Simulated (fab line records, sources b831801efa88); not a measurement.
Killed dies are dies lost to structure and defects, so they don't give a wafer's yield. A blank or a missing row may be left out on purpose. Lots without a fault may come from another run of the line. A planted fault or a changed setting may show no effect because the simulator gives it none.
Which tool did it? | flow gf180mcu | 6 lots, 18 wafers sampled, at 3 steps of a route of 602

WHAT THE GAUGES READ, wafer by wafer
GF_HV_LDD_TW_MEAS_23.
lot  | measured     | on            | HV_LDD_2_TW
L518 | day 11 19:25 | film_metro-02 | 1051 1049 1047
L523 | day 12 23:59 | film_metro-04 | 1050 1044 1045
L526 | day 14 01:34 | film_metro-03 | 1050 1052 1050
L533 | day 16 02:32 | film_metro-03 | 1049 30 30
L537 | day 17 11:44 | film_metro-02 | 1054 1058 1056
L539 | day 17 22:39 | film_metro-03 | 1041 1033 1034

WHICH TOOL RAN EACH LOT (tool, then ch and the chambers of the sampled wafers, then the start)
lot  | GF_DUAL_GATE_STRIP_13                | GF_HV_LDD_DEVELOP_18
L518 | plasma_asher-02 ch 0,1, day 9 05:16  | litho_track-02 ch 0, day 11 18:53
L523 | plasma_asher-01 ch 0,1, day 10 09:38 | litho_track-02 ch 0, day 12 23:26
L526 | plasma_asher-04 ch 1, day 11 09:04   | litho_track-01 ch 0, day 14 01:02
L533 | plasma_asher-02 ch 0,1, day 13 05:34 | litho_track-02 ch 0, day 16 01:59
L537 | plasma_asher-02 ch 0,1, day 14 08:04 | litho_track-01 ch 0, day 17 10:59
L539 | plasma_asher-01 ch 0,1, day 14 20:44 | litho_track-04 ch 0, day 17 22:05
- GF_DUAL_GATE_STRIP_13: strips in O2/N2.
- GF_HV_LDD_DEVELOP_18: develop time 60 s.

THE ANSWER, worked out from the rows above alone
Rule: what is usual is taken from the lots themselves. Put in order of their means at a reading, lots are off if they are a third of the lots or fewer, leave a main group of 4 or more, and stand apart from it by a gap of 3 or more times the standard deviation of the main group's means; of several such gaps the widest counts. A main group whose means are all the same, to the digits that the tables above print for the reading, isn't used. A lot without any number at a reading at which 4 lots or more have one is off too. The other lots that the step has rows for count as sound.
Off: L533, at GF_HV_LDD_TW_MEAS_23 (HV_LDD_2_TW). The main group: mean 1048, standard deviation 6.6.
A tool fits if, at a process step before that reading, it ran every lot that is off, and no sound lot after the first of them. The gauges at GF_HV_LDD_TW_MEAS_23 are tried like those tools. One fits: litho_track-02 at GF_HV_LDD_DEVELOP_18. Its last sound lot is L523 (day 12 23:26), its first lot that is off L533 (day 16 01:59): a fault that began between those two fits.

WHAT THE SIMULATOR HAD PUT IN
Process parameter drift: litho_track-02, from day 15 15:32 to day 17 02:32, at GF_HV_LDD_DEVELOP_18. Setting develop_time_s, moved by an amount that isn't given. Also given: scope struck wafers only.
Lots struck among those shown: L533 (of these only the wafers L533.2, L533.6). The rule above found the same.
